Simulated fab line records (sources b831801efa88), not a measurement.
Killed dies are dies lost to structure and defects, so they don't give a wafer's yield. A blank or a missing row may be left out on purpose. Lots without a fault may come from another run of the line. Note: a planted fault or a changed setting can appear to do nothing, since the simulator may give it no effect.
fab line records | flow sky130
record lots=14 | wafers=42 | lastDay=50
route steps=708 shown SONOS_TUNNEL@162 SONOS_ONO@169 GATE_OXIDE@194 POLY_GATE@218 PAD_OPEN@708
lots that met no fault: from a run of the same line without faults
startH: start of the lot's first displayed wafer, in hours after the record's first day | waitH: hours from the lot's prior step to this one | " same as the row above | L1.1+2: several wafers, shown together as one row | - no value present, or no start provided | * or withheld: withheld | < > ~ a bound
route shown NAME@n: a module of which the file shows steps, and the number in the route of the first | usual: average and standard deviation across the fault-free wafers | same: alike in all rows | chamber/n: place in a boat | sites: per-site readings | _std_site: standard deviation across them | _edge_site: outer sites' mean less inner sites' | radiusMm: for every site, how far away it sits from the centre of the wafer | mask NAME#n: copy n | behind: the most recent tool/chamber to have shaped the wafer | hold: what put the lot on hold/how long, in hours/how the hold closed | device: the n, p or np transistor that did not switch | end of line: tests of these same wafers at the route's end | for a step that has no rows: nothing shown but its recipe | killed: at the first sort, the dies lost to defects and structure; wafer yield is something else | map: shows each die of a wafer: x if killed, . if not, _ if none is there
set.NAME: the run value of the setting; set.NAME@STEP: its run value at that earlier step | model.NAME: the simulator's own value behind a step, which no gauge read
steps of the route over a sample of lots; a table a step, a row a wafer
services: a tool's chamber out of use, with start hour (startH, from the record's first day; less than 0 if before it), hours out, and reason
## steps
# step SKY_SONOS_TUNNEL_OVL_MEAS_08
# usual SONOS_TUNNEL_OVL=-0.3/1.2
lot.wafer | tool       | chamber | startH | waitH | SONOS_TUNNEL_OVL[nm]
L502.1    | overlay-01 | -       | 244.30 | 0.1   | -1.6
L502.2    | "          | -       | "      | "     | -0.4
L502.4    | "          | -       | "      | "     | -1.9
L504.1    | overlay-01 | -       | 259.79 | 0.1   | -0.9
L504.2    | "          | -       | "      | "     | -0.5
L504.5    | "          | -       | "      | "     | -1.0
L505.2    | overlay-01 | -       | 265.22 | 0.1   | -0.9
L505.3    | "          | -       | "      | "     | -1.5
L505.6    | "          | -       | "      | "     | -1.0
L506.3    | overlay-01 | -       | 284.32 | 0.1   | -1.0
L506.5    | "          | -       | "      | "     | 0.7
L506.6    | "          | -       | "      | "     | -0.6
L509.3    | overlay-02 | -       | 302.26 | 0.1   | -1.3
L509.4    | "          | -       | "      | "     | -1.1
L509.5    | "          | -       | "      | "     | -1.7
L511.2    | overlay-02 | -       | 329.36 | 0.1   | -0.3
L511.3    | "          | -       | "      | "     | 0.7
L511.4    | "          | -       | "      | "     | 2.6
L512.2    | overlay-02 | -       | 335.65 | 0.1   | -1.3
L512.5    | "          | -       | "      | "     | -0.6
L512.6    | "          | -       | "      | "     | 0.2
L515.1    | overlay-01 | -       | 372.99 | 0.1   | -0.1
L515.2    | "          | -       | "      | "     | -0.2
L515.3    | "          | -       | "      | "     | -0.2
L516.3    | overlay-02 | -       | 384.50 | 0.1   | -1.0
L516.5    | "          | -       | "      | "     | -2.1
L516.6    | "          | -       | "      | "     | -0.6
L518.1    | overlay-01 | -       | 387.81 | 0.1   | 1.0
L518.4    | "          | -       | "      | "     | 1.8
L518.5    | "          | -       | "      | "     | 2.1
L521.3    | overlay-01 | -       | 403.42 | 0.1   | 1.1
L521.4    | "          | -       | "      | "     | 2.1
L521.5    | "          | -       | "      | "     | 0.6
L522.1    | overlay-02 | -       | 404.66 | 0.1   | -1.3
L522.2    | "          | -       | "      | "     | -1.0
L522.5    | "          | -       | "      | "     | -0.4
L524.1    | overlay-01 | -       | 430.25 | 0.1   | 0.3
L524.3    | "          | -       | "      | "     | -0.6
L524.4    | "          | -       | "      | "     | -0.3
L525.1    | overlay-01 | -       | 441.08 | 0.1   | -2.7
L525.2    | "          | -       | "      | "     | -1.3
L525.5    | "          | -       | "      | "     | -2.1
# step SKY_SONOS_ONO_THK_MEAS_01
# recipe reads=SiO2_of_SONOS_ONO_OXIDATION_00
# usual SONOS_ONO_OXIDATION_THK=2.44/0.052
lot.wafer | tool         | chamber | startH | waitH | SONOS_ONO_OXIDATION_THK[nm]
L502.1    | filmMetro-01 | -       | 246.17 | 0.0   | 2.43
L502.2    | "            | -       | "      | "     | 2.41
L502.4    | "            | -       | "      | "     | 2.49
L504.1    | filmMetro-01 | -       | 263.65 | 0.0   | 2.49
L504.2    | "            | -       | "      | "     | 2.49
L504.5    | "            | -       | "      | "     | 2.50
L505.2    | filmMetro-01 | -       | 267.59 | 0.0   | 2.39
L505.3    | "            | -       | "      | "     | 2.41
L505.6    | "            | -       | "      | "     | 2.50
L506.3    | filmMetro-02 | -       | 287.77 | 0.0   | 2.49
L506.5    | "            | -       | "      | "     | 2.42
L506.6    | "            | -       | "      | "     | 2.44
L509.3    | filmMetro-03 | -       | 304.92 | 0.0   | 2.40
L509.4    | "            | -       | "      | "     | 2.48
L509.5    | "            | -       | "      | "     | 2.50
L511.2    | filmMetro-02 | -       | 332.63 | 0.0   | 2.53
L511.3    | "            | -       | "      | "     | 2.47
L511.4    | "            | -       | "      | "     | 2.47
L512.2    | filmMetro-03 | -       | 339.87 | 0.0   | 2.46
L512.5    | "            | -       | "      | "     | 2.45
L512.6    | "            | -       | "      | "     | 2.49
L515.1    | filmMetro-01 | -       | 377.12 | 0.0   | 2.50
L515.2    | "            | -       | "      | "     | 2.49
L515.3    | "            | -       | "      | "     | 2.49
L516.3    | filmMetro-02 | -       | 389.08 | 0.0   | 2.40
L516.5    | "            | -       | "      | "     | 2.45
L516.6    | "            | -       | "      | "     | 2.42
L518.1    | filmMetro-01 | -       | 391.91 | 0.0   | 2.34
L518.4    | "            | -       | "      | "     | 2.33
L518.5    | "            | -       | "      | "     | 2.40
L521.3    | filmMetro-01 | -       | 405.74 | 0.0   | 2.46
L521.4    | "            | -       | "      | "     | 2.45
L521.5    | "            | -       | "      | "     | 2.45
L522.1    | filmMetro-02 | -       | 408.13 | 0.0   | 2.43
L522.2    | "            | -       | "      | "     | 2.47
L522.5    | "            | -       | "      | "     | 2.49
L524.1    | filmMetro-01 | -       | 433.60 | 0.0   | 2.45
L524.3    | "            | -       | "      | "     | 2.45
L524.4    | "            | -       | "      | "     | 2.44
L525.1    | filmMetro-03 | -       | 443.43 | 0.0   | 2.45
L525.2    | "            | -       | "      | "     | 2.41
L525.5    | "            | -       | "      | "     | 2.43
# step SKY_GATE_OXIDE_EXPOSE_07
# recipe maskId=LVOM | na=0.6 | sourceShape=conventional | sigmaOuter=0.6 | polarization=unpolarized | targetCdNm=600 | doseMj=170
# same sigmaOuter=0.6
lot.wafer  | tool            | chamber | startH | waitH | mask
L502.1+2+4 | ilineStepper-01 | 0       | 287.31 | -     | LVOM#0
L504.1+2+5 | ilineStepper-02 | 0       | 307.72 | -     | LVOM#0
L505.2+3+6 | ilineStepper-02 | 0       | 311.44 | -     | LVOM#0
L506.3+5+6 | ilineStepper-02 | 0       | 330.16 | -     | LVOM#0
L509.3+4+5 | ilineStepper-02 | 0       | 351.99 | -     | LVOM#0
L511.2+3+4 | ilineStepper-02 | 0       | 377.89 | -     | LVOM#0
L512.2+5+6 | ilineStepper-01 | 0       | 387.30 | -     | LVOM#0
L515.1+2+3 | ilineStepper-02 | 0       | 426.15 | -     | LVOM#0
L516.3+5+6 | ilineStepper-01 | 0       | 441.69 | -     | LVOM#0
L518.1+4+5 | ilineStepper-02 | 0       | 443.81 | -     | LVOM#0
L521.3+4+5 | ilineStepper-02 | 0       | 457.55 | -     | LVOM#0
L522.1+2+5 | ilineStepper-01 | 0       | 461.81 | -     | LVOM#0
L524.1+3+4 | ilineStepper-02 | 0       | 486.86 | -     | LVOM#0
L525.1+2+5 | ilineStepper-01 | 0       | 506.44 | -     | LVOM#0
# step SKY_GATE_OXIDE_OVL_MEAS_10
# usual GATE_OXIDE_OVL=-0.5/1.3
lot.wafer | tool       | chamber | startH | waitH | GATE_OXIDE_OVL[nm]
L502.1    | overlay-01 | -       | 299.47 | 0.1   | -1.1
L502.2    | "          | -       | "      | "     | -3.0
L502.4    | "          | -       | "      | "     | -2.7
L504.1    | overlay-01 | -       | 320.88 | 0.1   | 0.0
L504.2    | "          | -       | "      | "     | -0.7
L504.5    | "          | -       | "      | "     | -0.5
L505.2    | overlay-02 | -       | 323.79 | 0.1   | -1.3
L505.3    | "          | -       | "      | "     | -0.6
L505.6    | "          | -       | "      | "     | -0.7
L506.3    | overlay-01 | -       | 343.20 | 0.1   | -0.3
L506.5    | "          | -       | "      | "     | -0.1
L506.6    | "          | -       | "      | "     | -0.1
L509.3    | overlay-02 | -       | 365.69 | 0.1   | -0.6
L509.4    | "          | -       | "      | "     | -0.7
L509.5    | "          | -       | "      | "     | -0.8
L511.2    | overlay-01 | -       | 391.33 | 0.1   | -1.6
L511.3    | "          | -       | "      | "     | -2.0
L511.4    | "          | -       | "      | "     | -3.0
L512.2    | overlay-01 | -       | 402.09 | 0.1   | 0.9
L512.5    | "          | -       | "      | "     | -0.3
L512.6    | "          | -       | "      | "     | -1.1
L515.1    | overlay-01 | -       | 441.38 | 0.1   | 1.2
L515.2    | "          | -       | "      | "     | 0.0
L515.3    | "          | -       | "      | "     | 1.6
L516.3    | overlay-02 | -       | 456.80 | 0.1   | -0.2
L516.5    | "          | -       | "      | "     | -1.1
L516.6    | "          | -       | "      | "     | -0.5
L518.1    | overlay-01 | -       | 459.23 | 0.1   | -2.7
L518.4    | "          | -       | "      | "     | -3.1
L518.5    | "          | -       | "      | "     | -3.5
L521.3    | overlay-01 | -       | 472.29 | 0.1   | 157.2
L521.4    | "          | -       | "      | "     | 156.8
L521.5    | "          | -       | "      | "     | 157.2
L522.1    | overlay-01 | -       | 476.27 | 0.1   | -0.7
L522.2    | "          | -       | "      | "     | -2.3
L522.5    | "          | -       | "      | "     | -0.3
L524.1    | overlay-01 | -       | 501.94 | 0.1   | 157.8
L524.3    | "          | -       | "      | "     | 157.3
L524.4    | "          | -       | "      | "     | 155.4
L525.1    | overlay-02 | -       | 521.68 | 0.1   | 0.6
L525.2    | "          | -       | "      | "     | -0.5
L525.5    | "          | -       | "      | "     | -1.3
# step SKY_POLY_GATE_THK_MEAS_04
# recipe reads=Si3N4_of_POLY_GATE_CVD_03
# usual POLY_GATE_CVD_03_THK=75.3/0.67
lot.wafer | tool         | chamber | startH | waitH | POLY_GATE_CVD_03_THK[nm]
L502.1    | filmMetro-04 | -       | 330.36 | 0.0   | 74.4
L502.2    | "            | -       | "      | "     | 74.9
L502.4    | "            | -       | "      | "     | 74.6
L504.1    | filmMetro-02 | -       | 353.09 | 0.0   | 73.9
L504.2    | "            | -       | "      | "     | 74.3
L504.5    | "            | -       | "      | "     | 74.3
L505.2    | filmMetro-02 | -       | 359.62 | 0.0   | 74.9
L505.3    | "            | -       | "      | "     | 75.3
L505.6    | "            | -       | "      | "     | 75.9
L506.3    | filmMetro-01 | -       | 375.30 | 0.0   | 75.5
L506.5    | "            | -       | "      | "     | 75.4
L506.6    | "            | -       | "      | "     | 75.2
L509.3    | filmMetro-01 | -       | 399.56 | 0.0   | 75.4
L509.4    | "            | -       | "      | "     | 75.0
L509.5    | "            | -       | "      | "     | 75.7
L511.2    | filmMetro-04 | -       | 430.17 | 0.0   | 75.1
L511.3    | "            | -       | "      | "     | 75.3
L511.4    | "            | -       | "      | "     | 75.0
L512.2    | filmMetro-04 | -       | 438.37 | 0.0   | 75.9
L512.5    | "            | -       | "      | "     | 75.5
L512.6    | "            | -       | "      | "     | 75.4
L515.1    | filmMetro-04 | -       | 478.04 | 0.0   | 75.4
L515.2    | "            | -       | "      | "     | 75.8
L515.3    | "            | -       | "      | "     | 75.7
L516.3    | filmMetro-01 | -       | 491.93 | 0.0   | 74.6
L516.5    | "            | -       | "      | "     | 74.2
L516.6    | "            | -       | "      | "     | 75.1
L518.1    | filmMetro-02 | -       | 495.96 | 0.0   | 75.7
L518.4    | "            | -       | "      | "     | 75.9
L518.5    | "            | -       | "      | "     | 75.5
L521.3    | filmMetro-04 | -       | 508.26 | 0.0   | 75.6
L521.4    | "            | -       | "      | "     | 75.4
L521.5    | "            | -       | "      | "     | 75.2
L522.1    | filmMetro-01 | -       | 512.21 | 0.0   | 75.2
L522.2    | "            | -       | "      | "     | 75.4
L522.5    | "            | -       | "      | "     | 74.9
L524.1    | filmMetro-02 | -       | 537.15 | 0.0   | 77.5
L524.3    | "            | -       | "      | "     | 76.6
L524.4    | "            | -       | "      | "     | 76.8
L525.1    | filmMetro-04 | -       | 556.31 | 0.0   | 75.0
L525.2    | "            | -       | "      | "     | 74.8
L525.5    | "            | -       | "      | "     | 74.4
# step SKY_PAD_OPEN_PROBE_99
# usual killed_at_M0_to_M3=44/7.6 | killed_at_M4_up=3.2/1.7 | killedAtContacts=24/5.7 | killedAtFrontEnd=16/3.9 | killedAtOther=0.2/0.45 | killedDies=87/9.5 | killedOpen=47/6.9 | killedShort=40/5.8
# same grossDies=492 | killedAtBackSide=0
lot.wafer | tool      | chamber | startH  | waitH | killed_at_M0_to_M3 | killed_at_M4_up | killedAtContacts | killedAtFrontEnd | killedAtOther | killedDies | killedOpen | killedShort
L512.2    | prober-01 | -       | 1132.19 | 0.1   | 52                 | 3               | 19               | 21               | 0             | 95         | 53         | 42
L512.5    | prober-01 | -       | 1132.34 | 0.2   | 43                 | 3               | 20               | 16               | 1             | 83         | 45         | 38
L512.6    | prober-01 | -       | 1132.39 | 0.2   | 42                 | 6               | 27               | 9                | 0             | 84         | 49         | 35
L515.1    | prober-02 | -       | 1163.17 | 0.1   | 47                 | 4               | 21               | 13               | 0             | 85         | 43         | 42
L515.2    | prober-02 | -       | 1163.22 | 0.1   | 43                 | 5               | 17               | 19               | 1             | 85         | 46         | 39
L515.3    | prober-02 | -       | 1163.27 | 0.2   | 40                 | 1               | 34               | 20               | 0             | 95         | 45         | 50
L522.1    | prober-01 | -       | 1184.51 | 0.1   | 37                 | 6               | 30               | 11               | 0             | 84         | 52         | 32
L522.2    | prober-01 | -       | 1184.56 | 0.1   | 41                 | 2               | 31               | 14               | 0             | 88         | 48         | 40
L522.5    | prober-01 | -       | 1184.71 | 0.2   | 51                 | 4               | 31               | 16               | 0             | 102        | 51         | 51
# killed by level:class
L512.2 VIA1:geometricParticle:open=10 VIA2:geometricParticle:open=8 CONTACT:geometricParticle:open=7 VIA3:geometricParticle:open=7 FIELD_ISO:geometricParticle:open=6 METAL1:geometricParticle:short=6 LI_CONTACT:geometricParticle:open=5 VIA2:geometricParticle:short=5
L512.5 VIA1:geometricParticle:open=8 VIA2:geometricParticle:open=8 VIA1:geometricParticle:short=7 LI_CONTACT:geometricParticle:open=6 CONTACT:geometricParticle:open=6 FIELD_ISO:geometricParticle:open=5 VIA2:geometricParticle:short=5 CONTACT:geometricParticle:short=4
L512.6 VIA2:geometricParticle:open=12 CONTACT:geometricParticle:open=12 LI_CONTACT:geometricParticle:open=6 METAL3:geometricParticle:short=6 POLY_GATE:geometricParticle:open=4 CONTACT:geometricParticle:short=4 VIA3:geometricParticle:short=4 VIA3:geometricParticle:open=4
L515.1 VIA1:geometricParticle:open=11 LI_CONTACT:geometricParticle:open=6 VIA1:geometricParticle:short=6 METAL3:geometricParticle:short=6 CONTACT:geometricParticle:open=5 METAL2:geometricParticle:short=5 VIA3:geometricParticle:open=5 FIELD_ISO:geometricParticle:open=4
L515.2 VIA1:geometricParticle:open=12 CONTACT:geometricParticle:open=9 METAL1:geometricParticle:short=7 VIA2:geometricParticle:open=7 VIA1:geometricParticle:short=5 LI_CONTACT:geometricParticle:open=4 METAL2:geometricParticle:short=4 VIA3:geometricParticle:short=4
L515.3 VIA1:geometricParticle:open=9 CONTACT:geometricParticle:open=8 LI_CONTACT:geometricParticle:short=7 LOCAL_INTERCONNECT:geometricParticle:short=7 LI_CONTACT:geometricParticle:open=6 METAL1:geometricParticle:short=6 VIA3:geometricParticle:short=6 VIA3:geometricParticle:open=6
L522.1 CONTACT:geometricParticle:open=10 VIA3:geometricParticle:open=10 LI_CONTACT:geometricParticle:open=8 VIA1:geometricParticle:open=7 LI_CONTACT:geometricParticle:short=6 METAL1:geometricParticle:short=5 CONTACT:geometricParticle:short=4 METAL2:geometricParticle:open=4
L522.2 CONTACT:geometricParticle:open=15 VIA1:geometricParticle:open=10 CONTACT:geometricParticle:short=7 VIA3:geometricParticle:open=7 VIA3:geometricParticle:short=6 VIA1:geometricParticle:short=5 LOCAL_INTERCONNECT:geometricParticle:short=4 VIA2:geometricParticle:open=4
L522.5 CONTACT:geometricParticle:open=11 LI_CONTACT:geometricParticle:open=9 VIA1:geometricParticle:short=8 VIA3:geometricParticle:open=7 VIA1:geometricParticle:open=7 METAL1:geometricParticle:short=6 METAL3:geometricParticle:short=6 FIELD_ISO:geometricParticle:short=5
## services
tool            | chamber | startH | hours | kind
ilineStepper-02 | -       | 286.18 | 4.4   | pm
ilineStepper-01 | -       | 295.50 | 1.7   | pm
ilineStepper-02 | -       | 341.87 | 6.7   | repair
ilineStepper-02 | -       | 405.58 | 6.3   | repair
ilineStepper-01 | -       | 419.40 | 4.9   | repair
ilineStepper-02 | -       | 434.67 | 1.7   | pm
ilineStepper-02 | -       | 464.44 | 2.4   | repair
## key
firstSign step=SKY_GATE_OXIDE_OVL_MEAS_10 | reading=GATE_OXIDE_OVL | direction=up | sigmas=99+ | usual=-0.5 | struck=156.9
effect none on later readings
metAt SKY_GATE_OXIDE_EXPOSE_07
struckLots L521,L524
testerLeftOut L521,L524
notActingAt SKY_SONOS_TUNNEL_OVL_MEAS_08,SKY_SONOS_ONO_THK_MEAS_01,SKY_POLY_GATE_THK_MEAS_04
onsetBetween 443.81 457.55
fault kind=scannerMatchingOverlay | tool=ilineStepper-02 | chamber=- | onsetH=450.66 | steps=SKY_GATE_OXIDE_EXPOSE_07 | offset=156.74
# testerLeftOut: of these lots the tester's yield and bins aren't shown, on N5 and GAA mostly nor the transistor test; their killed dies are dies lost to structure and defects alone, not to doping, threshold or leakage, so they don't give the yield
